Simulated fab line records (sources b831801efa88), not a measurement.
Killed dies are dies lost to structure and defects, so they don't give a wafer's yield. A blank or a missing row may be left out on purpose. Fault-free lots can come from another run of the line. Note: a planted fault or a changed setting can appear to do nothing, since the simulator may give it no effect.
What tool caused it? -- flow gf180mcu -- 39 wafers from 13 lots sampled at 4 of the route's 602 steps

## WHAT EACH GAUGE READ, for each wafer
GF_V2_OVL_MEAS_15. Usual: for V2_OVL the level is -5 nm and the standard deviation is 5.1.
lot,measured,on,V2_OVL (nm),flag
L998,day 20 22:30,overlay-02,-3 1 -3,
L100,day 22 01:01,overlay-01,-5 -6 -7,
L101,day 22 05:22,overlay-01,-7 -5 1,
L103,day 22 19:10,overlay-01,-10 -21 -4,
L104,day 23 01:04,overlay-01,2 0 3,
L106,day 23 20:45,overlay-02,-10 -12 -11,
L115,day 26 17:29,overlay-01,-6 -7 -7,
L116,day 27 00:07,overlay-02,-8 -5 -7,
L117,day 27 04:12,overlay-01,-11 -4 -6,
L118,day 27 10:40,overlay-02,-5 -2 -3,
L119,day 27 23:16,overlay-02,1 -4 1,
L120,day 28 03:13,overlay-01,-8 -15 -9,
L121,day 28 07:37,overlay-01,-6 -10 -7,

GF_M4_OVL_MEAS_15. Usual: for M4_OVL the level is 1 nm and the standard deviation is 5.2.
lot,measured,on,M4_OVL (nm),flag
L998,day 24 01:15,overlay-02,1 -2 -6,
L100,day 25 02:22,overlay-02,8 7 4,
L101,day 25 05:19,overlay-02,-4 0 1,
L103,day 25 18:16,overlay-02,1 1 2,
L104,day 26 00:22,overlay-01,7 5 3,
L106,day 26 18:44,overlay-01,7 1 2,
L115,day 29 10:09,overlay-02,4 5 1,
L116,day 29 16:06,overlay-02,-2 2 5,
L117,day 29 20:52,overlay-01,3 -2 -1,
L118,day 30 01:39,overlay-01,-10 -8 -12,
L119,day 30 15:37,overlay-01,-4 -1 -2,
L120,day 30 18:30,overlay-02,1 3 8,
L121,day 30 22:24,overlay-01,-3 8 3,

## EACH LOT AND THE TOOL THAT RAN IT (in order: tool; ch and the chambers of the sampled wafers; start)
lot,GF_V3_CMP_04,GF_V3_ETCH_16
L998,"cmp-02 ch 2,3, day 22 01:22","rie diel-01 ch 0,1,2, day 23 00:44"
L100,"cmp-01 ch 1,2, day 23 03:34","rie diel-04 ch 0,3, day 24 02:44"
L101,"cmp-02 ch 0,2,3, day 23 07:14","rie diel-02 ch 0,1,3, day 24 05:59"
L103,"cmp-01 ch 0,1, day 23 20:31","rie diel-02 ch 0,1,2, day 24 19:17"
L104,"cmp-01 ch 0,1, day 24 02:22","rie diel-02 ch 0,1, day 25 01:05"
L106,"cmp-01 ch 1,3, day 24 22:19","rie diel-04 ch 0,3, day 25 20:20"
L115,"cmp-02 ch 0,1,2, day 27 17:23","rie diel-02 ch 0,3, day 28 12:59"
L116,"cmp-01 ch 2,3, day 27 22:56","rie diel-04 ch 0,1,2, day 28 19:17"
L117,"cmp-02 ch 1,3, day 28 03:51","rie diel-02 ch 0,2, day 28 23:32"
L118,"cmp-01 ch 0,2,3, day 28 09:34","rie diel-04 ch 1,2,3, day 29 05:39"
L119,"cmp-02 ch 0,3, day 28 21:19","rie diel-02 ch 0,1, day 29 18:11"
L120,"cmp-01 ch 0,3, day 29 02:04","rie diel-04 ch 1,2, day 29 21:59"
L121,"cmp-01 ch 1,3, day 29 06:19","rie diel-04 ch 0,2,3, day 30 01:32"
- GF_V3_CMP_04: polishes SiO2.
- GF_V3_ETCH_16: etches BARC in N2/H2.

## AS READ BY THE TOOLS THEMSELVES (means over the sampled wafers that have a number; for cases with no such wafer, the mark the record gives instead)
GF_V3_CMP_04. Usual: motor current A 12.3 A, standard deviation 1.3; platen rpm 60.01 rpm, standard deviation 0.041; time to endpoint s 81 s, standard deviation 4.7.
lot,tool,motor current A (A),platen rpm (rpm),time to endpoint s (s),flag
L998,cmp-02,13.5,59.97,79,
L100,cmp-01,10.8,60.02,90,
L101,cmp-02,14.2,59.99,80,
L103,cmp-01,11.7,60.08,82,
L104,cmp-01,12.3,60.03,82,
L106,cmp-01,11.7,60.01,70,
L115,cmp-02,12.3,60.00,79,
L116,cmp-01,11.4,60.01,77,
L117,cmp-02,12.6,60.04,79,
L118,cmp-01,11.8,60.03,78,
L119,cmp-02,14.8,59.98,85,
L120,cmp-01,12.0,60.01,79,
L121,cmp-01,11.1,60.01,78,

GF_V3_ETCH_16. Usual: drypump motor current A 5.81 A, standard deviation 0.25; oes product au 0.854 a.u., standard deviation 0.0044; throttle valve pct 13.224 %, standard deviation 0.0094.
lot,tool,drypump motor current A (A),oes product au (a.u.),throttle valve pct (%),flag
L998,rie diel-01,5.88,0.850,13.217,
L100,rie diel-04,5.82,0.851,13.236,
L101,rie diel-02,5.57,0.852,13.217,
L103,rie diel-02,5.58,0.853,13.227,
L104,rie diel-02,5.38,0.859,13.235,
L106,rie diel-04,5.93,0.858,13.222,
L115,rie diel-02,5.60,0.857,13.221,
L116,rie diel-04,6.07,0.854,13.225,
L117,rie diel-02,5.61,0.855,13.229,
L118,rie diel-04,5.97,0.852,13.222,
L119,rie diel-02,5.42,0.853,13.217,
L120,rie diel-04,6.14,0.850,13.228,
L121,rie diel-04,5.92,0.856,13.219,

## THE ANSWER, worked out from the rows above alone
Rule: lot off if the mean of its wafers having a number is beyond 3 standard deviations from the usual mean. Also off: a lot with no number at a reading for which 4 or more lots have one. Where the step has rows for the other lots, those lots are counted as sound. After the gauges, taken in route order, come the tools' own readings; for these a lot's mean is taken, as printed above. The first step at which some lot is off is used, and at that step the reading that is off furthest; a lot without a number counts as furthest.
Nothing can be told from this: no lot is off at any reading shown.

## WHAT THE SIMULATOR PUT IN
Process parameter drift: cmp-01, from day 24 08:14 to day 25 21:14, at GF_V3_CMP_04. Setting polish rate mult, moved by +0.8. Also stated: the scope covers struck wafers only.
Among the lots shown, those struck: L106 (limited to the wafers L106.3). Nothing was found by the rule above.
